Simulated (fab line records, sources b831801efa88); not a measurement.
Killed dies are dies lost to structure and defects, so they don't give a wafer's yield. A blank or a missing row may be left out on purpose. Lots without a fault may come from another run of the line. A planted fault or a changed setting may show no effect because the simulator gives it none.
Chamber matching | flow sfq_line | SFQ_TRILAYER_I7_CMP_CMP_184 on cmp-01: 4 sister chambers
The step polishes SiO2. 8 wafers are shown with their chamber, then 8 later ones without.

WAFERS WITH THEIR CHAMBER
wafer  | chamber | motor_current_A (A) | time_to_endpoint_s (s)
L408.3 | 0       | 10.8                | 210
L410.1 | 1       | 9.4                 | 219
L410.3 | 2       | 10.2                | 204
L410.4 | 0       | 10.5                | 216
L412.1 | 3       | 8.9                 | 194
L412.4 | 2       | 10.5                | 210
L412.6 | 1       | 9.5                 | 216
L414.1 | 3       | 9.7                 | 193

WAFERS WITHOUT THEIR CHAMBER
wafer  | motor_current_A (A) | time_to_endpoint_s (s)
L414.2 | 10.5                | 211
L414.3 | 9.9                 | 205
L415.3 | 11.2                | 206
L415.2 | 10.7                | 206
L415.6 | 11.1                | 208
L417.2 | 9.9                 | 197
L417.3 | 9.9                 | 205
L417.4 | 9.7                 | 222

WHICH CHAMBER EACH WENT THROUGH
wafer  | from the rows above     | in truth
L414.2 | can't be placed: 0 or 2 | 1
L414.3 | can't be placed: 2 or 0 | 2
L415.3 | can't be placed: 2 or 0 | 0
L415.2 | can't be placed: 2 or 0 | 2
L415.6 | can't be placed: 0 or 2 | 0
L417.2 | can't be placed: 3 or 2 | 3
L417.3 | can't be placed: 2 or 0 | 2
L417.4 | 1                       | 1
Placed correctly: 1 of 8. Can't be placed from these rows: 7 (the true chamber is among the candidates in 6). Placed wrongly: 0.
How it was worked out, from the rows above alone: a wafer's distance from a chamber is the root of the sum, over the readings, of the square of ((its reading less the chamber's mean) divided by the reading's scatter). The wafer belongs to the nearest chamber; if the next one is less than 2 further off, it can't be placed. A chamber's mean is the mean of its shown wafers. The scatter: the root of (the sum of the squares of (reading less its chamber's mean) over the shown wafers, divided by (wafers less chambers)).
